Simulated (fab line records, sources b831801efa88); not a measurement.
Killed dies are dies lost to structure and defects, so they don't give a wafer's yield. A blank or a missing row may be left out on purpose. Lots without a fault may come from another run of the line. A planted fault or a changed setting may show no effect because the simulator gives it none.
Which tool did it? | flow sky130 | 13 lots, 39 wafers sampled, at 5 steps of a route of 708

WHAT THE GAUGES READ, wafer by wafer
SKY_VT_ADJUST_HVTR_OVL_MEAS_08. Usual: VT_ADJUST_HVTR_OVL 1.4 nm, standard deviation 1.5.
lot  | measured     | on         | VT_ADJUST_HVTR_OVL (nm) | flag
L869 | day 9 21:17  | overlay-02 | 0.0 1.5 0.6             |
L870 | day 9 21:59  | overlay-02 | -0.9 -0.1 -1.4          |
L871 | day 10 06:33 | overlay-01 | -0.9 0.1 -1.6           |
L872 | day 10 09:03 | overlay-02 | 4.1 3.2 2.8             |
L873 | day 10 16:06 | overlay-01 | 2.4 3.9 2.4             |
L874 | day 11 00:26 | overlay-01 | 1.5 -0.5 1.1            |
L883 | day 13 16:36 | overlay-02 | 3.5 2.8 2.5             |
L885 | day 14 07:02 | overlay-01 | 0.5 1.6 2.2             |
L887 | day 15 03:50 | overlay-02 | 3.7 4.5 4.1             |
L889 | day 15 15:30 | overlay-01 | -1.0 0.0 0.5            |
L890 | day 15 18:56 | overlay-02 | 1.2 0.4 2.8             |
L891 | day 16 05:53 | overlay-01 | -0.1 -0.3 -1.8          |
L892 | day 16 14:14 | overlay-02 | 2.9 3.8 2.5             |

SKY_SONOS_ONO_THK_MEAS_05. Usual: SONOS_ONO_CVD_04_THK 5.36 nm, standard deviation 0.13.
lot  | measured     | on            | SONOS_ONO_CVD_04_THK (nm) | flag
L869 | day 11 23:27 | film_metro-02 | 5.37 5.34 5.45            |
L870 | day 12 00:42 | film_metro-02 | 5.49 5.40 5.46            |
L871 | day 12 10:05 | film_metro-03 | 5.36 5.38 5.42            |
L872 | day 12 12:57 | film_metro-03 | 3.48 3.42 3.45            | OFF
L873 | day 12 20:49 | film_metro-02 | 3.30 3.37 3.41            | OFF
L874 | day 13 06:03 | film_metro-03 | 3.32 3.36 3.27            | OFF
L883 | day 16 03:08 | film_metro-03 | 5.39 5.40 5.45            |
L885 | day 16 17:35 | film_metro-03 | 5.23 5.21 5.28            |
L887 | day 17 20:38 | film_metro-03 | 5.42 5.51 5.34            |
L889 | day 18 05:25 | film_metro-03 | 5.50 5.69 5.48            |
L890 | day 18 11:20 | film_metro-02 | 5.38 5.41 5.43            |
L891 | day 18 20:13 | film_metro-03 | 5.44 5.50 5.54            |
L892 | day 19 06:20 | film_metro-03 | 5.27 5.24 5.30            |

SKY_SONOS_ONO_OVL_MEAS_14. Usual: SONOS_ONO_OVL 1.3 nm, standard deviation 1.3.
lot  | measured     | on         | SONOS_ONO_OVL (nm) | flag
L869 | day 12 23:08 | overlay-02 | 2.3 1.4 2.5        |
L870 | day 13 00:20 | overlay-01 | -0.2 -0.1 0.4      |
L871 | day 13 11:39 | overlay-01 | -1.1 -1.0 -1.9     |
L872 | day 13 13:31 | overlay-01 | 2.3 2.1 3.4        |
L873 | day 13 21:53 | overlay-01 | -0.3 0.8 2.1       |
L874 | day 14 07:26 | overlay-02 | 2.9 2.4 3.0        |
L883 | day 17 06:35 | overlay-01 | 1.3 0.8 1.3        |
L885 | day 17 21:56 | overlay-01 | -0.5 1.2 0.9       |
L887 | day 19 02:29 | overlay-02 | 3.1 0.9 2.0        |
L889 | day 19 11:44 | overlay-02 | 2.6 0.9 1.9        |
L890 | day 19 18:08 | overlay-01 | -0.2 1.9 0.2       |
L891 | day 20 03:56 | overlay-02 | 0.8 -0.3 0.7       |
L892 | day 20 14:17 | overlay-01 | 2.2 1.9 -0.3       |

WHICH TOOL RAN EACH LOT (tool, then ch and the chambers of the sampled wafers, then the start)
lot  | SKY_VT_ADJUST_HVTR_STRIP_10          | SKY_SONOS_ONO_CVD_04
L869 | plasma_asher-04 ch 1, day 9 21:29    | lpcvd-03 ch 0, day 11 22:12
L870 | plasma_asher-04 ch 0,1, day 9 22:11  | lpcvd-03 ch 1, day 11 23:27
L871 | plasma_asher-01 ch 0,1, day 10 06:44 | lpcvd-03 ch 0, day 12 08:50
L872 | plasma_asher-01 ch 0,1, day 10 09:16 | lpcvd-03 ch 1, day 12 11:40
L873 | plasma_asher-01 ch 0,1, day 10 16:17 | lpcvd-03 ch 1, day 12 19:33
L874 | plasma_asher-04 ch 0,1, day 11 00:37 | lpcvd-03 ch 0, day 13 04:48
L883 | plasma_asher-03 ch 0,1, day 13 16:47 | lpcvd-03 ch 0, day 16 01:53
L885 | plasma_asher-03 ch 0,1, day 14 07:13 | lpcvd-03 ch 0, day 16 16:20
L887 | plasma_asher-01 ch 0,1, day 15 04:01 | lpcvd-03 ch 0, day 17 19:23
L889 | plasma_asher-03 ch 0,1, day 15 15:41 | lpcvd-03 ch 0, day 18 04:09
L890 | plasma_asher-01 ch 0,1, day 15 19:08 | lpcvd-03 ch 0, day 18 10:05
L891 | plasma_asher-01 ch 0,1, day 16 06:04 | lpcvd-03 ch 1, day 18 18:58
L892 | plasma_asher-04 ch 0,1, day 16 14:26 | lpcvd-03 ch 0, day 19 05:05
- SKY_VT_ADJUST_HVTR_STRIP_10: strips in O2/N2.
- SKY_SONOS_ONO_CVD_04: deposits SiO2 from SiH4/N2O, target thk 5.7199 nm.

WHAT THE TOOLS THEMSELVES READ (means of the sampled wafers that have a number; where no wafer has one, the mark that the record gives instead)
SKY_VT_ADJUST_HVTR_STRIP_10. Usual: chamber_pressure_mTorr 1500.0 mTorr, standard deviation 1.3; drypump_motor_current_A 5.8 A, standard deviation 0.62; oes_product_au 0.715 a.u., standard deviation 0.005; strip_time_to_endpoint_s 14.19 s, standard deviation 0.038.
lot  | tool            | chamber_pressure_mTorr (mTorr) | drypump_motor_current_A (A) | oes_product_au (a.u.) | strip_time_to_endpoint_s (s) | flag
L869 | plasma_asher-04 | 1500.6                         | 5.4                         | 0.717                 | 14.22                        |
L870 | plasma_asher-04 | 1500.7                         | 5.5                         | 0.717                 | 14.13                        |
L871 | plasma_asher-01 | 1500.3                         | 5.9                         | 0.711                 | 14.18                        |
L872 | plasma_asher-01 | 1500.0                         | 5.9                         | 0.710                 | 14.20                        |
L873 | plasma_asher-01 | 1499.2                         | 5.5                         | 0.714                 | 14.14                        |
L874 | plasma_asher-04 | 1500.3                         | 5.4                         | 0.721                 | 14.20                        |
L883 | plasma_asher-03 | 1499.1                         | 6.5                         | 0.717                 | 14.20                        |
L885 | plasma_asher-03 | 1499.2                         | 6.5                         | 0.714                 | 14.23                        |
L887 | plasma_asher-01 | 1499.4                         | 6.0                         | 0.718                 | 14.15                        |
L889 | plasma_asher-03 | 1500.5                         | 6.4                         | 0.717                 | 14.21                        |
L890 | plasma_asher-01 | 1499.7                         | 6.0                         | 0.714                 | 14.16                        |
L891 | plasma_asher-01 | 1499.8                         | 5.5                         | 0.712                 | 14.18                        |
L892 | plasma_asher-04 | 1500.1                         | 5.4                         | 0.722                 | 14.26                        |

THE ANSWER, worked out from the rows above alone
Rule: a lot is off if the mean of its wafers that have a number lies more than 3 standard deviations from the usual mean. A lot without any number at a reading at which 4 lots or more have one is off too. The other lots that the step has rows for count as sound. The gauges are gone through in route order, then the tools' own readings, and for those a lot's mean is taken as printed above. The first step at which some lot is off is used, and at that step the reading that is off furthest; a lot without a number counts as furthest.
Off: L872, L873, L874, at SKY_SONOS_ONO_THK_MEAS_05 (SONOS_ONO_CVD_04_THK).
A tool fits if, at a process step before that reading, it ran every lot that is off, and no sound lot after the first of them. The gauges at SKY_SONOS_ONO_THK_MEAS_05 are tried like those tools. None of those tried fits.

WHAT THE SIMULATOR HAD PUT IN
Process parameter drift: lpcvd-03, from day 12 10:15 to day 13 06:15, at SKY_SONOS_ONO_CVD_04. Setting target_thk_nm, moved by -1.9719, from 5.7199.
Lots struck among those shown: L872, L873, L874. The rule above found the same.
